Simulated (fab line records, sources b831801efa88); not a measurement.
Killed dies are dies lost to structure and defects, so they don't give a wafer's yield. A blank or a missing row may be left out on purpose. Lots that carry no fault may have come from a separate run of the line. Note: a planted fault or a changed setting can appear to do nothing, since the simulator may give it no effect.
fab line records + flow sky130
record:
- lots: 13
- wafers: 39
- lastDay: 50
route steps=708 shown PWDE@55 VT_ADJUST_LVTN@115 VT_ADJUST_NCORE@128 PAD_OPEN@708
lots with no fault: from the same line, run without faults
startH: hours from the record's opening day to when the first of the lot's shown wafers began + waitH: hours elapsed since this lot's preceding step + " identical to the entry in the row above + L1.1+2: several wafers, shown together as one row + - no value, or no start was given + * or withheld: withheld + < > ~ a bound
route shown NAME@n: names a module that has steps shown in the file, with the first one's number in the route + usual: average and standard deviation across the fault-free wafers + same: alike in all rows + chamber/n: place in a boat + sites: each site's reading + _std_site: how widely they spread, as a standard deviation + _edge_site: outer sites' mean less inner sites' + radiusMm: how far each site lies from the wafer's centre + mask NAME#n: copy n + behind: the tool/chamber that last shaped the wafer + hold: what put the lot on hold/how long, in hours/how the hold closed + device: the transistor (n, p or np) that didn't switch + end of line: the tests these same wafers got at the end of their route + step lacking rows: just its recipe + killed: the dies lost at the first sort to structure and to defects; this is not the yield of the wafer + map: shows each die of a wafer: x if killed, . if not, _ if none is there
set.NAME: setting as actually run; set.NAME@STEP: the setting as run at that earlier step + model.NAME: the simulator's own value behind a step, which no gauge read
route steps across a sampled set of lots; one table per step, one row per wafer
services: from which hour (startH, from the record's first day; less than 0 if before it) a tool's chamber was out of use, for how many hours, and why
== steps ==
step: SKY_PWDE_TW_MEAS_10
usual:
- PWDE_TW: 379/6.3
| lot.wafer | tool         | chamber | startH | waitH | PWDE_TW |
|-----------|--------------|---------|--------|-------|---------|
| L286.3    | filmMetro-01 | -       | 67.90  | 0.1   | 383     |
| L286.4    | "            | -       | "      | "     | 387     |
| L286.6    | "            | -       | "      | "     | 383     |
| L289.1    | filmMetro-01 | -       | 84.38  | 0.1   | 383     |
| L289.4    | "            | -       | "      | "     | 383     |
| L289.6    | "            | -       | "      | "     | 384     |
| L290.1    | filmMetro-04 | -       | 91.73  | 0.1   | 373     |
| L290.3    | "            | -       | "      | "     | 373     |
| L290.4    | "            | -       | "      | "     | 373     |
| L294.3    | filmMetro-01 | -       | 111.21 | 0.1   | 382     |
| L294.4    | "            | -       | "      | "     | 382     |
| L294.6    | "            | -       | "      | "     | 382     |
| L295.3    | filmMetro-04 | -       | 119.35 | 0.1   | 370     |
| L295.5    | "            | -       | "      | "     | 370     |
| L295.6    | "            | -       | "      | "     | 371     |
| L296.2    | filmMetro-01 | -       | 128.40 | 0.1   | 387     |
| L296.3    | "            | -       | "      | "     | 386     |
| L296.6    | "            | -       | "      | "     | 387     |
| L297.1    | filmMetro-01 | -       | 129.98 | 0.1   | 383     |
| L297.5    | "            | -       | "      | "     | 385     |
| L297.6    | "            | -       | "      | "     | 386     |
| L298.1    | filmMetro-02 | -       | 135.93 | 0.1   | 379     |
| L298.4    | "            | -       | "      | "     | 378     |
| L298.5    | "            | -       | "      | "     | 378     |
| L299.2    | filmMetro-01 | -       | 140.14 | 0.1   | 383     |
| L299.3    | "            | -       | "      | "     | 385     |
| L299.6    | "            | -       | "      | "     | 384     |
| L303.1    | filmMetro-02 | -       | 171.23 | 0.1   | 376     |
| L303.2    | "            | -       | "      | "     | 376     |
| L303.4    | "            | -       | "      | "     | 377     |
| L305.1    | filmMetro-04 | -       | 176.83 | 0.1   | 372     |
| L305.2    | "            | -       | "      | "     | 370     |
| L305.6    | "            | -       | "      | "     | 370     |
| L308.1    | filmMetro-01 | -       | 190.53 | 0.1   | 386     |
| L308.2    | "            | -       | "      | "     | 383     |
| L308.3    | "            | -       | "      | "     | 385     |
| L309.2    | filmMetro-01 | -       | 196.65 | 0.1   | 387     |
| L309.5    | "            | -       | "      | "     | 386     |
| L309.6    | "            | -       | "      | "     | 384     |
step: SKY_NWELL_RS_MEAS_31
recipe:
- thkMeasGauge: four-point-probe
usual:
- PWDE_RS: 5271/19
| lot.wafer | tool         | chamber | startH | waitH | PWDE_RS[ohm/sq] |
|-----------|--------------|---------|--------|-------|-----------------|
| L286.3    | filmMetro-01 | -       | 103.40 | 0.1   | 5256            |
| L286.4    | "            | -       | "      | "     | 5251            |
| L286.6    | "            | -       | "      | "     | 5269            |
| L289.1    | filmMetro-01 | -       | 120.93 | 0.1   | 5284            |
| L289.4    | "            | -       | "      | "     | 5283            |
| L289.6    | "            | -       | "      | "     | 5288            |
| L290.1    | filmMetro-01 | -       | 129.08 | 0.1   | 5237            |
| L290.3    | "            | -       | "      | "     | 5244            |
| L290.4    | "            | -       | "      | "     | 5236            |
| L294.3    | filmMetro-04 | -       | 150.93 | 0.1   | 5263            |
| L294.4    | "            | -       | "      | "     | 5272            |
| L294.6    | "            | -       | "      | "     | 5280            |
| L295.3    | filmMetro-01 | -       | 159.46 | 0.1   | 5304            |
| L295.5    | "            | -       | "      | "     | 5300            |
| L295.6    | "            | -       | "      | "     | 5305            |
| L296.2    | filmMetro-01 | -       | 168.86 | 0.1   | 5246            |
| L296.3    | "            | -       | "      | "     | 5281            |
| L296.6    | "            | -       | "      | "     | 5285            |
| L297.1    | filmMetro-04 | -       | 170.94 | 0.1   | 5274            |
| L297.5    | "            | -       | "      | "     | 5263            |
| L297.6    | "            | -       | "      | "     | 5262            |
| L298.1    | filmMetro-01 | -       | 176.54 | 0.1   | 5258            |
| L298.4    | "            | -       | "      | "     | 5252            |
| L298.5    | "            | -       | "      | "     | 5264            |
| L299.2    | filmMetro-04 | -       | 181.37 | 0.1   | 5265            |
| L299.3    | "            | -       | "      | "     | 5276            |
| L299.6    | "            | -       | "      | "     | 5274            |
| L303.1    | filmMetro-04 | -       | 215.49 | 0.1   | 5255            |
| L303.2    | "            | -       | "      | "     | 5265            |
| L303.4    | "            | -       | "      | "     | 5258            |
| L305.1    | filmMetro-01 | -       | 220.43 | 0.1   | 5252            |
| L305.2    | "            | -       | "      | "     | 5262            |
| L305.6    | "            | -       | "      | "     | 5268            |
| L308.1    | filmMetro-01 | -       | 236.75 | 0.1   | 5280            |
| L308.2    | "            | -       | "      | "     | 5270            |
| L308.3    | "            | -       | "      | "     | 5266            |
| L309.2    | filmMetro-04 | -       | 241.10 | 0.1   | 5244            |
| L309.5    | "            | -       | "      | "     | 5271            |
| L309.6    | "            | -       | "      | "     | 5257            |
step: SKY_VT_ADJUST_LVTN_OVL_MEAS_18
usual:
- VT_ADJUST_LVTN_01_OVL: -0.3/1.5
| lot.wafer | tool       | chamber | startH | waitH | VT_ADJUST_LVTN_01_OVL[nm] |
|-----------|------------|---------|--------|-------|---------------------------|
| L286.3    | overlay-02 | -       | 161.34 | 0.1   | -0.8                      |
| L286.4    | "          | -       | "      | "     | 2.4                       |
| L286.6    | "          | -       | "      | "     | -0.6                      |
| L289.1    | overlay-02 | -       | 180.53 | 0.1   | 0.9                       |
| L289.4    | "          | -       | "      | "     | -0.8                      |
| L289.6    | "          | -       | "      | "     | 0.8                       |
| L290.1    | overlay-02 | -       | 189.19 | 0.1   | -0.9                      |
| L290.3    | "          | -       | "      | "     | -2.1                      |
| L290.4    | "          | -       | "      | "     | -1.4                      |
| L294.3    | overlay-01 | -       | 216.30 | 0.1   | -2.3                      |
| L294.4    | "          | -       | "      | "     | -1.8                      |
| L294.6    | "          | -       | "      | "     | -1.2                      |
| L295.3    | overlay-02 | -       | 223.04 | 0.1   | 2.0                       |
| L295.5    | "          | -       | "      | "     | 1.6                       |
| L295.6    | "          | -       | "      | "     | -1.1                      |
| L296.2    | overlay-01 | -       | 234.63 | 0.1   | -2.7                      |
| L296.3    | "          | -       | "      | "     | -0.7                      |
| L296.6    | "          | -       | "      | "     | -1.3                      |
| L297.1    | overlay-02 | -       | 237.90 | 0.1   | 0.3                       |
| L297.5    | "          | -       | "      | "     | 0.8                       |
| L297.6    | "          | -       | "      | "     | -0.6                      |
| L298.1    | overlay-02 | -       | 241.58 | 0.1   | -0.6                      |
| L298.4    | "          | -       | "      | "     | 1.1                       |
| L298.5    | "          | -       | "      | "     | -0.6                      |
| L299.2    | overlay-01 | -       | 248.38 | 0.1   | -2.5                      |
| L299.3    | "          | -       | "      | "     | -1.5                      |
| L299.6    | "          | -       | "      | "     | -2.0                      |
| L303.1    | overlay-01 | -       | 286.59 | 0.1   | -0.3                      |
| L303.2    | "          | -       | "      | "     | 1.2                       |
| L303.4    | "          | -       | "      | "     | -0.3                      |
| L305.1    | overlay-01 | -       | 291.34 | 0.1   | -2.6                      |
| L305.2    | "          | -       | "      | "     | -2.8                      |
| L305.6    | "          | -       | "      | "     | -1.5                      |
| L308.1    | overlay-01 | -       | 310.18 | 0.1   | -1.1                      |
| L308.2    | "          | -       | "      | "     | -0.8                      |
| L308.3    | "          | -       | "      | "     | -0.9                      |
| L309.2    | overlay-01 | -       | 315.50 | 0.1   | -3.3                      |
| L309.5    | "          | -       | "      | "     | -0.6                      |
| L309.6    | "          | -       | "      | "     | -2.7                      |
step: SKY_VT_ADJUST_NCORE_IMPLANT_09
recipe:
- species: B
- energyKev: 10
- doseCm2: 2.4e+12
- tiltDeg: withheld
usual:
- beamEnergyKeV: 10.000/0.003
- beamOnS: 9.99/0.21
- endStationPressureTorr: 5.02e-06/2.4e-07
- faradayCurrentUA: 13.55/0.28
| lot.wafer | tool         | chamber | startH | waitH | beamEnergyKeV | beamOnS | endStationPressureTorr | faradayCurrentUA |
|-----------|--------------|---------|--------|-------|---------------|---------|------------------------|------------------|
| L286.3    | implanter-04 | 0       | 182.15 | 0.1   | 9.9969        | 10.21   | 4.96e-06               | 13.21            |
| L286.4    | "            | 0       | "      | "     | 10.001        | 10.01   | 4.73e-06               | 13.46            |
| L286.6    | "            | 0       | "      | "     | 9.9946        | 10.12   | 5.1e-06                | 13.37            |
| L289.1    | implanter-02 | 0       | 202.35 | 0.0   | 10.003        | 10.52   | 5e-06                  | 12.80            |
| L289.4    | "            | 0       | "      | "     | 9.9990        | 10.34   | 4.92e-06               | 13.11            |
| L289.6    | "            | 0       | "      | "     | 9.9993        | 10.10   | 5.28e-06               | 13.33            |
| L290.1    | implanter-02 | 0       | 211.30 | 0.0   | 9.9968        | 10.01   | 5.4e-06                | 13.41            |
| L290.3    | "            | 0       | "      | "     | 9.9970        | 10.27   | 5.5e-06                | 13.22            |
| L290.4    | "            | 0       | "      | "     | 10.000        | 9.83    | 5.01e-06               | 13.71            |
| L294.3    | implanter-04 | 0       | 239.25 | 0.1   | 10.003        | 9.99    | 5.32e-06               | 13.51            |
| L294.4    | "            | 0       | "      | "     | 10.002        | 9.97    | 4.96e-06               | 13.56            |
| L294.6    | "            | 0       | "      | "     | 9.9993        | 10.06   | 5.14e-06               | 13.43            |
| L295.3    | implanter-02 | 0       | 246.35 | 0.1   | 10.003        | 10.15   | 4.7e-06                | 13.38            |
| L295.5    | "            | 0       | "      | "     | 9.9988        | 10.18   | 4.8e-06                | 13.32            |
| L295.6    | "            | 0       | "      | "     | 9.9977        | 9.85    | 4.83e-06               | 13.69            |
| L296.2    | implanter-04 | 0       | 258.32 | 0.0   | 9.9990        | 9.92    | 4.9e-06                | 13.70            |
| L296.3    | "            | 0       | "      | "     | 10.000        | 10.10   | 4.77e-06               | 13.46            |
| L296.6    | "            | 0       | "      | "     | 9.9966        | 9.70    | 5e-06                  | 13.93            |
| L297.1    | implanter-04 | 0       | 262.05 | 0.0   | 10.002        | 9.76    | 4.91e-06               | 13.92            |
| L297.5    | "            | 0       | "      | "     | 9.9981        | 10.29   | 4.87e-06               | 13.09            |
| L297.6    | "            | 0       | "      | "     | 10.003        | 10.03   | 4.58e-06               | 13.51            |
| L298.1    | implanter-04 | 0       | 265.96 | 0.0   | 9.9954        | 9.80    | 4.89e-06               | 13.82            |
| L298.4    | "            | 0       | "      | "     | 9.9954        | 10.35   | 5.2e-06                | 13.11            |
| L298.5    | "            | 0       | "      | "     | 9.9937        | 9.87    | 4.86e-06               | 13.73            |
| L299.2    | implanter-03 | 0       | 272.53 | 0.0   | 9.9980        | 10.23   | 4.81e-06               | 13.23            |
| L299.3    | "            | 0       | "      | "     | 10.001        | 10.21   | 5.14e-06               | 13.29            |
| L299.6    | "            | 0       | "      | "     | 9.9997        | 9.94    | 5.56e-06               | 13.65            |
| L303.1    | implanter-02 | 0       | 311.70 | 0.0   | 9.9983        | 12.36   | 4.8e-06                | 10.91            |
| L303.2    | "            | 0       | "      | "     | 9.9990        | 13.01   | 5.03e-06               | 10.43            |
| L303.4    | "            | 0       | "      | "     | 9.9949        | 12.56   | 4.63e-06               | 10.80            |
| L305.1    | implanter-02 | 0       | 317.75 | 0.0   | 9.9948        | 12.82   | 5.26e-06               | 10.56            |
| L305.2    | "            | 0       | "      | "     | 10.001        | 12.71   | 4.63e-06               | 10.67            |
| L305.6    | "            | 0       | "      | "     | 9.9949        | 12.65   | 5.17e-06               | 10.69            |
| L308.1    | implanter-04 | 0       | 336.90 | 0.0   | 10.006        | 10.05   | 5.26e-06               | 13.48            |
| L308.2    | "            | 0       | "      | "     | 9.9980        | 10.04   | 5.29e-06               | 13.51            |
| L308.3    | "            | 0       | "      | "     | 9.9943        | 9.97    | 4.68e-06               | 13.52            |
| L309.2    | implanter-04 | 0       | 342.38 | 0.0   | 10.006        | 9.84    | 5.21e-06               | 13.69            |
| L309.5    | "            | 0       | "      | "     | 10.002        | 10.11   | 5.19e-06               | 13.38            |
| L309.6    | "            | 0       | "      | "     | 9.9983        | 10.08   | 4.58e-06               | 13.40            |
step: SKY_VT_ADJUST_NCORE_TW_MEAS_11
usual:
- VT_ADJUST_NCORE_TW: 221.2/2.4
| lot.wafer | tool         | chamber | startH | waitH | VT_ADJUST_NCORE_TW |
|-----------|--------------|---------|--------|-------|--------------------|
| L286.3    | filmMetro-02 | -       | 182.37 | 0.1   | 220.3              |
| L286.4    | "            | -       | "      | "     | 220.6              |
| L286.6    | "            | -       | "      | "     | 219.8              |
| L289.1    | filmMetro-02 | -       | 202.60 | 0.1   | 218.4              |
| L289.4    | "            | -       | "      | "     | 217.6              |
| L289.6    | "            | -       | "      | "     | 217.2              |
| L290.1    | filmMetro-01 | -       | 211.55 | 0.1   | 226.4              |
| L290.3    | "            | -       | "      | "     | 226.3              |
| L290.4    | "            | -       | "      | "     | 224.9              |
| L294.3    | filmMetro-03 | -       | 239.47 | 0.1   | 221.3              |
| L294.4    | "            | -       | "      | "     | 220.8              |
| L294.6    | "            | -       | "      | "     | 220.9              |
| L295.3    | filmMetro-03 | -       | 246.57 | 0.1   | 219.4              |
| L295.5    | "            | -       | "      | "     | 219.1              |
| L295.6    | "            | -       | "      | "     | 219.8              |
| L296.2    | filmMetro-03 | -       | 258.56 | 0.1   | 219.9              |
| L296.3    | "            | -       | "      | "     | 220.3              |
| L296.6    | "            | -       | "      | "     | 220.4              |
| L297.1    | filmMetro-03 | -       | 262.30 | 0.1   | 219.5              |
| L297.5    | "            | -       | "      | "     | 218.6              |
| L297.6    | "            | -       | "      | "     | 218.7              |
| L298.1    | filmMetro-03 | -       | 266.21 | 0.1   | 220.3              |
| L298.4    | "            | -       | "      | "     | 219.2              |
| L298.5    | "            | -       | "      | "     | 218.4              |
| L299.2    | filmMetro-01 | -       | 272.77 | 0.1   | 224.8              |
| L299.3    | "            | -       | "      | "     | 225.3              |
| L299.6    | "            | -       | "      | "     | 224.5              |
| L303.1    | filmMetro-01 | -       | 311.95 | 0.1   | 240.6              |
| L303.2    | "            | -       | "      | "     | 240.0              |
| L303.4    | "            | -       | "      | "     | 240.8              |
| L305.1    | filmMetro-02 | -       | 318.00 | 0.1   | 234.9              |
| L305.2    | "            | -       | "      | "     | 236.0              |
| L305.6    | "            | -       | "      | "     | 235.9              |
| L308.1    | filmMetro-01 | -       | 337.15 | 0.1   | 226.1              |
| L308.2    | "            | -       | "      | "     | 225.6              |
| L308.3    | "            | -       | "      | "     | 225.5              |
| L309.2    | filmMetro-03 | -       | 342.62 | 0.1   | 221.4              |
| L309.5    | "            | -       | "      | "     | 221.1              |
| L309.6    | "            | -       | "      | "     | 220.6              |
step: SKY_PAD_OPEN_PROBE_99
usual:
- killed_at_M0_to_M3: 44/6.6
- killed_at_M4_up: 3.4/1.9
- killedAtContacts: 25/5.6
- killedAtFrontEnd: 15/4.6
- killedAtOther: 0.3/0.6
- killedDies: 88/9.5
- killedOnRim: 17/3.8
- killedOpen: 47/7.1
- killedShort: 40/6.4
same:
- grossDies: 492
- killedAtBackSide: 0
| lot.wafer | tool      | chamber | startH  | waitH | killed_at_M0_to_M3 | killed_at_M4_up | killedAtContacts | killedAtFrontEnd | killedAtOther | killedDies | killedOnRim | killedOpen | killedShort |
|-----------|-----------|---------|---------|-------|--------------------|-----------------|------------------|------------------|---------------|------------|-------------|------------|-------------|
| L294.3    | prober-02 | -       | 1121.18 | 0.2   | 59                 | 4               | 30               | 11               | 1             | 105        | 18          | 56         | 49          |
| L294.4    | prober-02 | -       | 1121.23 | 0.2   | 60                 | 4               | 30               | 8                | 0             | 102        | 16          | 58         | 44          |
| L294.6    | prober-02 | -       | 1121.33 | 0.2   | 37                 | 2               | 23               | 16               | 0             | 78         | 18          | 44         | 34          |
| L295.3    | prober-01 | -       | 1126.69 | 0.2   | 47                 | 2               | 23               | 10               | 0             | 82         | 15          | 37         | 45          |
| L295.5    | prober-01 | -       | 1126.79 | 0.2   | 46                 | 3               | 24               | 20               | 0             | 93         | 15          | 50         | 43          |
| L295.6    | prober-01 | -       | 1126.84 | 0.2   | 53                 | 3               | 21               | 8                | 0             | 85         | 15          | 45         | 40          |
| L296.2    | prober-02 | -       | 1137.46 | 0.1   | 45                 | 5               | 22               | 21               | 0             | 93         | 19          | 47         | 43          |
| L296.3    | prober-02 | -       | 1137.51 | 0.2   | 52                 | 4               | 27               | 18               | 0             | 101        | 20          | 52         | 46          |
| L296.6    | prober-02 | -       | 1137.66 | 0.2   | 31                 | 2               | 26               | 23               | 2             | 84         | 16          | 44         | 39          |
| L297.1    | prober-01 | -       | 1139.53 | 0.1   | 57                 | 7               | 24               | 19               | 0             | 107        | 21          | 58         | 49          |
| L297.5    | prober-01 | -       | 1139.73 | 0.2   | 32                 | 2               | 24               | 15               | 1             | 74         | 14          | 43         | 31          |
| L297.6    | prober-01 | -       | 1139.78 | 0.2   | 43                 | 6               | 34               | 15               | 0             | 98         | 17          | 56         | 42          |
| L298.1    | prober-02 | -       | 1148.82 | 0.1   | 51                 | 6               | 18               | 16               | 0             | 91         | 14          | 54         | 37          |
| L298.4    | prober-02 | -       | 1148.97 | 0.2   | 42                 | 3               | 29               | 22               | 0             | 96         | 19          | 49         | 46          |
| L298.5    | prober-02 | -       | 1149.02 | 0.2   | 40                 | 1               | 24               | 16               | 0             | 81         | 15          | 43         | 37          |
| L299.2    | prober-01 | -       | 1149.82 | 0.1   | 43                 | 5               | 22               | 12               | 0             | 82         | 20          | 43         | 39          |
| L299.3    | prober-01 | -       | 1149.87 | 0.2   | 31                 | 2               | 34               | 11               | 0             | 78         | 19          | 47         | 31          |
| L299.6    | prober-01 | -       | 1150.02 | 0.2   | 43                 | 6               | 25               | 23               | 0             | 97         | 22          | 59         | 38          |
killed by level:class
L294.3 VIA1:geometricParticle:open=17 CONTACT:geometricParticle:open=13 VIA1:geometricParticle:short=10 VIA2:geometricParticle:open=7 METAL2:geometricParticle:short=5 LI_CONTACT:geometricParticle:short=5 LOCAL_INTERCONNECT:geometricParticle:short=5 VIA3:geometricParticle:short=5
L294.4 LI_CONTACT:geometricParticle:open=16 VIA1:geometricParticle:open=14 VIA2:geometricParticle:open=9 METAL2:geometricParticle:short=8 CONTACT:geometricParticle:open=7 VIA1:geometricParticle:short=6 VIA3:geometricParticle:open=5 METAL1:geometricParticle:short=5
L294.6 VIA1:geometricParticle:open=11 LI_CONTACT:geometricParticle:open=8 POLY_GATE:geometricParticle:open=7 CONTACT:geometricParticle:short=6 VIA2:geometricParticle:open=6 FIELD_ISO:geometricParticle:short=5 VIA1:geometricParticle:short=4 FIELD_ISO:geometricParticle:open=3
L295.3 LI_CONTACT:geometricParticle:open=9 VIA1:geometricParticle:open=8 METAL1:geometricParticle:short=7 VIA2:geometricParticle:open=6 VIA2:geometricParticle:short=6 METAL2:geometricParticle:short=5 METAL3:geometricParticle:short=5 LOCAL_INTERCONNECT:geometricParticle:short=4
L295.5 VIA1:geometricParticle:open=13 LI_CONTACT:geometricParticle:open=9 VIA3:geometricParticle:open=9 METAL1:geometricParticle:short=8 LOCAL_INTERCONNECT:geometricParticle:short=7 POLY_GATE:geometricParticle:short=6 POLY_GATE:geometricParticle:open=5 CONTACT:geometricParticle:open=5
L295.6 VIA1:geometricParticle:open=12 METAL2:geometricParticle:short=10 CONTACT:geometricParticle:open=8 VIA3:geometricParticle:open=8 VIA2:geometricParticle:open=8 LOCAL_INTERCONNECT:geometricParticle:short=5 VIA1:geometricParticle:short=4 LI_CONTACT:geometricParticle:short=3
L296.2 VIA1:geometricParticle:open=13 POLY_GATE:geometricParticle:short=10 CONTACT:geometricParticle:open=7 LI_CONTACT:geometricParticle:open=6 METAL3:geometricParticle:short=6 VIA3:geometricParticle:open=5 CONTACT:geometricParticle:short=4 VIA1:geometricParticle:short=4
L296.3 VIA1:geometricParticle:open=14 METAL1:geometricParticle:short=9 VIA1:geometricParticle:short=8 CONTACT:geometricParticle:open=8 VIA3:geometricParticle:open=7 LI_CONTACT:geometricParticle:open=6 POLY_GATE:geometricParticle:short=5 CONTACT:geometricParticle:short=5
L296.6 CONTACT:geometricParticle:open=11 VIA1:geometricParticle:open=8 FIELD_ISO:geometricParticle:short=7 METAL2:geometricParticle:short=6 LI_CONTACT:geometricParticle:open=5 CONTACT:geometricParticle:short=5 VIA3:geometricParticle:open=5 POLY_GATE:geometricParticle:open=4
L297.1 VIA3:geometricParticle:open=13 VIA1:geometricParticle:open=12 CONTACT:geometricParticle:open=10 VIA2:geometricParticle:short=7 FIELD_ISO:geometricParticle:short=6 POLY_GATE:geometricParticle:short=6 LI_CONTACT:geometricParticle:open=6 METAL2:geometricParticle:short=5
L297.5 CONTACT:geometricParticle:open=12 VIA1:geometricParticle:open=9 POLY_GATE:geometricParticle:open=7 METAL2:geometricParticle:short=7 LI_CONTACT:geometricParticle:open=6 VIA1:geometricParticle:short=5 METAL1:geometricParticle:short=4 CONTACT:geometricParticle:short=4
L297.6 LI_CONTACT:geometricParticle:open=10 VIA3:geometricParticle:open=9 CONTACT:geometricParticle:open=9 VIA1:geometricParticle:open=9 METAL2:geometricParticle:short=7 CONTACT:geometricParticle:short=5 LOCAL_INTERCONNECT:geometricParticle:short=5 VIA1:geometricParticle:short=5
L298.1 VIA1:geometricParticle:open=13 CONTACT:geometricParticle:open=10 VIA2:geometricParticle:open=8 METAL1:geometricParticle:short=7 VIA1:geometricParticle:short=5 METAL2:geometricParticle:short=5 FIELD_ISO:geometricParticle:short=4 POLY_GATE:geometricParticle:open=4
L298.4 CONTACT:geometricParticle:open=10 FIELD_ISO:geometricParticle:short=9 LI_CONTACT:geometricParticle:open=9 VIA2:geometricParticle:open=8 CONTACT:geometricParticle:short=7 VIA1:geometricParticle:open=6 FIELD_ISO:geometricParticle:open=5 VIA1:geometricParticle:short=5
L298.5 CONTACT:geometricParticle:open=9 VIA1:geometricParticle:open=7 LI_CONTACT:geometricParticle:open=6 METAL1:geometricParticle:short=6 VIA2:geometricParticle:open=6 VIA3:geometricParticle:open=6 FIELD_ISO:geometricParticle:open=5 METAL2:geometricParticle:short=5
L299.2 CONTACT:geometricParticle:open=11 VIA3:geometricParticle:open=10 VIA1:geometricParticle:open=7 METAL1:geometricParticle:short=7 VIA1:geometricParticle:short=6 LI_CONTACT:geometricParticle:open=5 FIELD_ISO:geometricParticle:short=4 METAL3:geometricParticle:short=4
L299.3 CONTACT:geometricParticle:open=13 LI_CONTACT:geometricParticle:open=10 VIA3:geometricParticle:open=8 POLY_GATE:geometricParticle:open=5 CONTACT:geometricParticle:short=5 VIA1:geometricParticle:open=5 VIA1:geometricParticle:short=5 METAL2:geometricParticle:short=4
L299.6 VIA1:geometricParticle:open=12 VIA3:geometricParticle:open=10 CONTACT:geometricParticle:open=10 FIELD_ISO:geometricParticle:open=8 VIA2:geometricParticle:open=6 LI_CONTACT:geometricParticle:open=5 CONTACT:geometricParticle:short=5 METAL4:geometricParticle:short=5
== services ==
| tool         | chamber | startH | hours | kind   |
|--------------|---------|--------|-------|--------|
| implanter-02 | -       | 172.07 | 2.4   | repair |
| implanter-03 | -       | 225.79 | 8.1   | repair |
| implanter-03 | -       | 303.47 | 3.9   | pm     |
| implanter-03 | -       | 333.61 | 0.6   | repair |
== key ==
firstSign:
- step: SKY_VT_ADJUST_NCORE_IMPLANT_09
- reading: beamOnS
- direction: up
- sigmas: 13
- usual: 9.99
- struck: 12.69
effect:
- step: SKY_VT_ADJUST_NCORE_IMPLANT_09
- reading: faradayCurrentUA
- direction: down
- sigmas: 10
- usual: 13.55
- struck: 10.68
effect:
- step: SKY_VT_ADJUST_NCORE_TW_MEAS_11
- reading: VT_ADJUST_NCORE_TW
- direction: up
- sigmas: 7.1
- usual: 221.2
- struck: 238.0
metAt SKY_VT_ADJUST_NCORE_IMPLANT_09
struckLots L303,L305
testerLeftOut L303,L305
notActingAt SKY_PWDE_TW_MEAS_10,SKY_NWELL_RS_MEAS_31,SKY_VT_ADJUST_LVTN_OVL_MEAS_18
onsetBetween 246.35 311.70
fault:
- kind: processParameterDrift
- tool: implanter-02
- chamber: -
- onsetH: 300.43
- steps: SKY_VT_ADJUST_NCORE_IMPLANT_09
- channel: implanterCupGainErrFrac
- offset: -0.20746
- shape: step
- endH: 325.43
testerLeftOut: of these lots the tester's yield and bins aren't shown, on N5 and GAA mostly nor the transistor test; their killed dies are dies lost to structure and defects alone, not to doping, threshold or leakage, so they don't give the yield
